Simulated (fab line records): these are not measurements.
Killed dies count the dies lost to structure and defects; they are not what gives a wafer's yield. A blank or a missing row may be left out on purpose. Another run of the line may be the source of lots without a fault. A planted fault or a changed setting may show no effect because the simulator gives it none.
Matching of chambers    flow sky130    SKY_PASSIVATION_CVD_02 on pecvd-01: 3 sister chambers
The step deposits Si3N4, target thk 540 nm. 3 wafers are shown with their chamber, then 7 later ones without.

== WAFERS, EACH WITH ITS CHAMBER ==
wafer   chamber  heater_power_w (W)
L909.6  0        729
L912.1  2        841
L912.4  1        624

== WAFERS WITHOUT THEIR CHAMBER ==
wafer   heater_power_w (W)
L912.5  692
L920.1  618
L920.3  774
L920.6  812
L922.1  644
L922.2  853
L922.3  806

== CHAMBER TAKEN BY EACH ==
wafer    from the rows above       in truth
L912.5   can't be placed: 0 or 1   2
L920.1   1                         1
L920.3   can't be placed: 0 or 2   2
L920.6   can't be placed: 2 or 0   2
L922.1   1                         1
L922.2   2                         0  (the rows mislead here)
L922.3   can't be placed: 2 or 0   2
Correctly placed: 2 of 7. Can't be placed from these rows: 4 (the true chamber is among the candidates in 3). Number placed wrongly: 1.
How it was worked out, from the rows above alone: a wafer's distance from a chamber is the root of the sum, over the readings, of the square of ((its reading less the chamber's mean) divided by the reading's scatter). The wafer belongs to the nearest chamber; if the next one is less than 2 further off, it can't be placed. The mean given for a chamber averages the wafers shown for that chamber. The scatter: root of mean squared gap, hidden wafer to nearest shown wafer, with one shown wafer a chamber.
